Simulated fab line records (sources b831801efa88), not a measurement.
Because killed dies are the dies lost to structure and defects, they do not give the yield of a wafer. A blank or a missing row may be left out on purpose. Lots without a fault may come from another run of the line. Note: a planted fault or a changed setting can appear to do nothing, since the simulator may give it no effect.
A sampling plan put to the test    flow sky130    one line in one fab, 9 faults in these records, each fault weighed on the records of the lots it struck
Plan = the line's own looks (route steps where a gauge or an inspection reads the wafer without altering it). A look can be judged if struck wafers have a number there and the file gives its usual mean and standard deviation on fault-free wafers. Caught: the struck wafers' mean, at a look after the fault's first step, is 4 or more of those standard deviations (sigma) away from the usual mean. On the tool: the fault's steps, tested the same way using the tool's own readings. A different recipe on the struck wafers counts as caught too, as does a record blank only for those wafers.

## THE FAULTS, as the simulator had put them in
1. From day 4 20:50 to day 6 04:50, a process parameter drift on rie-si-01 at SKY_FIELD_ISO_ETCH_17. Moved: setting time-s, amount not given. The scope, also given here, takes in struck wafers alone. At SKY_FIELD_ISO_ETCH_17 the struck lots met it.
2. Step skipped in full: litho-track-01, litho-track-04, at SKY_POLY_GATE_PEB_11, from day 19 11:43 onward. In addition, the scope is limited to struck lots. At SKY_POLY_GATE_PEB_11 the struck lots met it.
3. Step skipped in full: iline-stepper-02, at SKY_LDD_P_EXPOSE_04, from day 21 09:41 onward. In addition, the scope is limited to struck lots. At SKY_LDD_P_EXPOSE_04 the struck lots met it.
4. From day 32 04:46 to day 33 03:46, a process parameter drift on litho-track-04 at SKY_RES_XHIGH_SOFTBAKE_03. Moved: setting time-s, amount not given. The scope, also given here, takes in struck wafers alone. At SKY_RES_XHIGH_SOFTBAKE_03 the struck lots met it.
5. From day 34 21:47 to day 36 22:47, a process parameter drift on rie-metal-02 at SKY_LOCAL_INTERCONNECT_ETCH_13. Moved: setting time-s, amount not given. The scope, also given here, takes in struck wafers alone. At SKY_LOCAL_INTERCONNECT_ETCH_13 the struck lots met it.
6. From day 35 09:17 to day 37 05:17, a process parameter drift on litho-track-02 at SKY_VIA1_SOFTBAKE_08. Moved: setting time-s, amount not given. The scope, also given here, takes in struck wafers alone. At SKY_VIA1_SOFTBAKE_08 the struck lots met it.
7. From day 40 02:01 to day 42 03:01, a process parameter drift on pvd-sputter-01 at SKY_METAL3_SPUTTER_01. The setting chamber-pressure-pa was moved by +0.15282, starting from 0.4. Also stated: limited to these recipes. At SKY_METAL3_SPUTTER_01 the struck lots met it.
8. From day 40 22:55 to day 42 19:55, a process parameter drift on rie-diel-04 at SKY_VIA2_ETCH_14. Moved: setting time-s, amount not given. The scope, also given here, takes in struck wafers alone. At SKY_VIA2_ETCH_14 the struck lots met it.
9. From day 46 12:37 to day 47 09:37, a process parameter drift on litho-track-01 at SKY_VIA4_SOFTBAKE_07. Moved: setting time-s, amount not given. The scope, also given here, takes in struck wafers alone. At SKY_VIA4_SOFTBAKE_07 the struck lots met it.

## WHAT THE PLAN SAW
fault  on the tool itself                       first look that catches it                    reading, sigma  median hours from its first step to that look  hours from the fault's start to the first struck lot there  judged looks passed uncaught
1      run-length-s +19 sigma                   not the one look that can be judged after it  -               -                                              -                                                           1
2      no reading that can be judged            no look after it can be judged                -               -                                              -                                                           0
3      no reading that can be judged            no look after it can be judged                -               -                                              -                                                           0
4      run-length-s +15 sigma                   no look after it can be judged                -               -                                              -                                                           0
5      oes-product-au -6.1 sigma                no look after it can be judged                -               -                                              -                                                           0
6      run-length-s -99 or beyond sigma         not the one look that can be judged after it  -               -                                              -                                                           1
7      chamber-pressure-pa +99 or beyond sigma  no look after it can be judged                -               -                                              -                                                           0
8      oes-product-au +15 sigma                 no look after it can be judged                -               -                                              -                                                           0
9      run-length-s +99 or beyond sigma         no look after it can be judged                -               -                                              -                                                           0
A dash: the fault isn't caught, or these records don't give the number.

Caught at a look: 0 of 9. Caught on the tool: 7 of 9. By one or the other: 7 of 9.
On the tool alone, faults 1, 4, 5, 6, 7, 8, 9 were caught.
Caught by neither: faults 2, 3.
